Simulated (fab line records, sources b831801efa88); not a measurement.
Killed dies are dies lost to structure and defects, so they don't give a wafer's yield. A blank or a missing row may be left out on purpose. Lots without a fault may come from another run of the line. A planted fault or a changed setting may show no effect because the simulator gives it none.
Chamber matching | flow gf180mcu | GF_CONTACT_CMP_04 on cmp-02: 4 sister chambers
The step polishes SiO2. 8 wafers are shown with their chamber, then 9 later ones without.

WAFERS WITH THEIR CHAMBER
wafer  | chamber | motor_current_A (A) | time_to_endpoint_s (s)
L292.2 | 0       | 11.4                | 108
L294.1 | 0       | 11.3                | 104
L294.2 | 2       | 10.2                | 114
L296.3 | 2       | 10.5                | 112
L296.4 | 1       | 12.4                | 116
L297.2 | 1       | 12.4                | 109
L297.3 | 3       | 11.7                | 107
L297.5 | 3       | 11.1                | 111

WAFERS WITHOUT THEIR CHAMBER
wafer  | motor_current_A (A) | time_to_endpoint_s (s)
L300.2 | 10.7                | 122
L300.3 | 12.7                | 117
L300.6 | 12.5                | 120
L299.4 | 12.5                | 116
L299.5 | 10.2                | 114
L299.6 | 11.0                | 112
L301.1 | 13.1                | 112
L301.2 | 10.3                | 111
L301.3 | 11.8                | 106

WHICH CHAMBER EACH WENT THROUGH
wafer  | from the rows above          | in truth
L300.2 | can't be placed: 2 or 3      | 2
L300.3 | 1                            | 1
L300.6 | 1                            | 1
L299.4 | 1                            | 1
L299.5 | 2                            | 2
L299.6 | can't be placed: 3 or 0 or 2 | 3
L301.1 | 1                            | 1
L301.2 | 2                            | 2
L301.3 | can't be placed: 0 or 3 or 1 | 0
Placed correctly: 6 of 9. Can't be placed from these rows: 3 (the true chamber is among the candidates in 3). Placed wrongly: 0.
How it was worked out, from the rows above alone: a wafer's distance from a chamber is the root of the sum, over the readings, of the square of ((its reading less the chamber's mean) divided by the reading's scatter). The wafer belongs to the nearest chamber; if the next one is less than 2 further off, it can't be placed. A chamber's mean is the mean of its shown wafers. The scatter: the root of (the sum of the squares of (reading less its chamber's mean) over the shown wafers, divided by (wafers less chambers)).
